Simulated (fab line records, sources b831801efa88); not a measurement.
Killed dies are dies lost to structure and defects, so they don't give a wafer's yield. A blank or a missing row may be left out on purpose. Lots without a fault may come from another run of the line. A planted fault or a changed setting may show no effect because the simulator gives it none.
Which tool did it? | flow sky130 | 14 lots, 42 wafers sampled, at 1 step of a route of 708

WHAT THE GAUGES READ, wafer by wafer
SKY_VIA4_BOW_MEAS_03.
lot  | measured     | on            | VIA4_BOW (um)
L497 | day 42 21:14 | film_metro-01 | 80 79 85
L499 | day 43 09:40 | film_metro-04 | 79 87 66
L501 | day 44 03:56 | film_metro-01 | 78 68 70
L502 | day 44 05:17 | film_metro-01 | 71 84 70
L503 | day 44 09:14 | film_metro-04 | 76 68 82
L504 | day 44 20:37 | film_metro-04 | 83 80 78
L505 | day 45 04:05 | film_metro-04 | 87 89 90
L508 | day 45 22:43 | film_metro-04 | 77 87 77
L509 | day 46 01:40 | film_metro-04 | 78 79 92
L510 | day 46 10:28 | film_metro-01 | 63 65 71
L511 | day 46 12:11 | film_metro-02 | 97 83 91
L513 | day 46 22:22 | film_metro-04 | 85 69 68
L515 | day 47 16:35 | film_metro-02 | 87 102 83
L516 | day 47 19:40 | film_metro-04 | 74 80 94

WHICH TOOL RAN EACH LOT (tool, then ch and the chambers of the sampled wafers, then the start)
The record holds no process step before these readings.

WHAT THE TOOLS THEMSELVES READ (means of the sampled wafers that have a number; where no wafer has one, the mark that the record gives instead)
The record holds no such reading with a usual standard deviation.

THE ANSWER, worked out from the rows above alone
Rule: what is usual is taken from the lots themselves. Put in order of their means at a reading, lots are off if they are a third of the lots or fewer, leave a main group of 4 or more, and stand apart from it by a gap of 3 or more times the standard deviation of the main group's means; of several such gaps the widest counts. A main group whose means are all the same, to the digits that the tables above print for the reading, isn't used. A lot without any number at a reading at which 4 lots or more have one is off too. The other lots that the step has rows for count as sound. The gauges are gone through in route order, then the tools' own readings, and for those a lot's mean is taken as printed above. The first step at which some lot is off is used, and at that step the reading that is off furthest; a lot without a number counts as furthest.
No lot is off at any reading shown: from this, nothing can be told.

WHAT THE SIMULATOR HAD PUT IN
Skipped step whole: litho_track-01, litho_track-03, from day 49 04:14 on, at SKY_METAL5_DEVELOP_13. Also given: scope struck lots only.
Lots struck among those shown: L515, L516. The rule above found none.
